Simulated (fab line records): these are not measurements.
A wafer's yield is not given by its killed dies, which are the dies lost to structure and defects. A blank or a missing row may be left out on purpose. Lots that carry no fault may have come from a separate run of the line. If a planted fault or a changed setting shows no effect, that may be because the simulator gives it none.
Lot-split experiment + flow sfq-line + 5 lots, 23 wafers read, on a route of 325 steps

== THE SPLIT ITSELF ==
At SFQ_TRILAYER_M5_LITHO_EXPOSE_124 (exposes mask M5, target cd 700 nm), the setting dose-mj was moved away from the recipe's 14.4 on 11 of the 23 wafers read, by -6.4% to +6.7%. This setting was run at the recipe's value on the other wafers.

== THE PATH FROM SPLIT TO READING: the file shows 1 step between them ==
- SFQ_TRILAYER_M5_BARC_OPEN_METAL_ETCH_161: etches BARC in O2, target depth 125 nm, time 41.7 s (also split here: pressure-mtorr)

== THE READING ==
M5.cd-nm (the simulator's own value, which no gauge read), in nm, at SFQ_TRILAYER_M5_ETCH_METAL_ETCH_126 (etches Nb in Cl2/BCl3, stops on SiO2, time 203.2 s, target depth 265 nm). No usual value for it is given in the file. Average 699.9 nm, standard deviation 1 nm, over the 12 wafers here run with the recipe.

| wafer  | tool, chamber at the split | dose-mj as run | against the recipe | M5.cd-nm, nm | against lot-mates on the recipe |
|--------|----------------------------|----------------|--------------------|--------------|---------------------------------|
| L075.1 | krf-scanner-02, 0          | 14.4           | recipe             | 699.7        | -                               |
| L075.2 | krf-scanner-02, 0          | 14.4           | recipe             | 698.9        | -                               |
| L075.5 | krf-scanner-02, 0          | 14.4           | recipe             | 698.9        | -                               |
| L075.3 | krf-scanner-02, 0          | 13.48          | -6.4%              | 711.1        | +11.9                           |
| L075.4 | krf-scanner-02, 0          | 13.48          | -6.4%              | 711.3        | +12.1                           |
| L076.1 | krf-scanner-02, 0          | 14.8           | +2.8%              | 696          | -4.4                            |
| L076.2 | krf-scanner-02, 0          | 14.8           | +2.8%              | 695.2        | -5.2                            |
| L076.3 | krf-scanner-02, 0          | 14.4           | recipe             | 700.3        | -                               |
| L076.4 | krf-scanner-02, 0          | 14.4           | recipe             | 700.5        | -                               |
| L076.5 | krf-scanner-02, 0          | 14.8           | +2.8%              | 695.3        | -5.1                            |
| L079.1 | krf-scanner-02, 0          | 13.89          | -3.5%              | 707.5        | +6.2                            |
| L079.3 | krf-scanner-02, 0          | 13.89          | -3.5%              | 705.6        | +4.4                            |
| L079.4 | krf-scanner-02, 0          | 14.4           | recipe             | 701.6        | -                               |
| L079.5 | krf-scanner-02, 0          | 13.89          | -3.5%              | 707.6        | +6.4                            |
| L079.6 | krf-scanner-02, 0          | 14.4           | recipe             | 700.9        | -                               |
| L082.1 | krf-scanner-02, 0          | 14.4           | recipe             | 698.3        | -                               |
| L082.2 | krf-scanner-02, 0          | 14.4           | recipe             | 699.5        | -                               |
| L082.4 | krf-scanner-02, 0          | 14.4           | recipe             | 699.2        | -                               |
| L085.1 | krf-scanner-02, 0          | 14.4           | recipe             | 701.6        | -                               |
| L085.2 | krf-scanner-02, 0          | 15.36          | +6.7%              | 689.6        | -10.9                           |
| L085.3 | krf-scanner-02, 0          | 15.36          | +6.7%              | 692          | -8.5                            |
| L085.4 | krf-scanner-02, 0          | 14.4           | recipe             | 699.4        | -                               |
| L085.6 | krf-scanner-02, 0          | 15.36          | +6.7%              | 690          | -10.5                           |

FIT RESULTS
A straight line over all 23 wafers: M5.cd-nm changes by -1.61 nm for each +1% of dose-mj; r = -0.98; the points scatter about the line by 1.1 nm.
The same after taking each lot's own level away (the mean of its wafers on the recipe; 23 wafers): -1.65 nm for each +1%; r = -0.99; scatter 0.91 nm.
Per that fit: largest dose-mj move, reading shift of 11 nm.
From 699.00 to 701.25 nm: that is the span of the lots' own levels, equal to 2.2 times the standard deviation above.
So the lot-to-lot level changes the slope little: the two slopes agree.
Check: for one of the wafers moved furthest among these (+6.7%), held out of the fit, the line's prediction against its lot-mates is -10.8 nm. It came out at -10.9 nm against them.

== THE OTHER SPLITS THESE WAFERS WENT THROUGH ==
These wafers also went through other splits before the reading. Each is held against what the fit with the lots' levels taken away leaves over:
| other split on the same wafers                               | wafers away from the commonest value | r with M5.cd-nm (lot level and that fit taken away) |
|--------------------------------------------------------------|--------------------------------------|-----------------------------------------------------|
| SFQ_TRILAYER_I4_VIA_BARC_OPEN_VIA_ETCH_146 time-s            | 9                                    | +0.06                                               |
| SFQ_TRILAYER_JJ_TRILAYER_DEP_SPUTTER_110 chamber-pressure-pa | 18                                   | +0.01                                               |
| SFQ_TRILAYER_JJ_CE_LITHO_COAT_114 resist-thk-nm              | 6                                    | -0.25                                               |
| SFQ_TRILAYER_M5_BARC_OPEN_METAL_ETCH_161 pressure-mtorr      | 15                                   | +0.14                                               |

== THE WHOLE CHAIN: every reading that the file lists as answering this split, in the file's order ==
| step                                     | what it does                                                            | reading                                                   | change (the file's fit)              | r (the file's) |
|------------------------------------------|-------------------------------------------------------------------------|-----------------------------------------------------------|--------------------------------------|----------------|
| SFQ_TRILAYER_M5_BARC_OPEN_METAL_ETCH_161 | etches BARC in O2, target depth 125 nm, time 41.7 s                     | M5.cd-nm (the simulator's own value, which no gauge read) | -1.62 nm for each +1% of the setting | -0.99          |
| SFQ_TRILAYER_M5_ETCH_METAL_ETCH_126      | etches Nb in Cl2/BCl3, stops on SiO2, time 203.2 s, target depth 265 nm | M5.cd-nm (the simulator's own value, which no gauge read) | -1.68 nm for each +1% of the setting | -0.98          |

== FILE'S OWN FIT ==
M5.cd-nm changes by -1.68 nm for each +1% of dose-mj, r = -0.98.
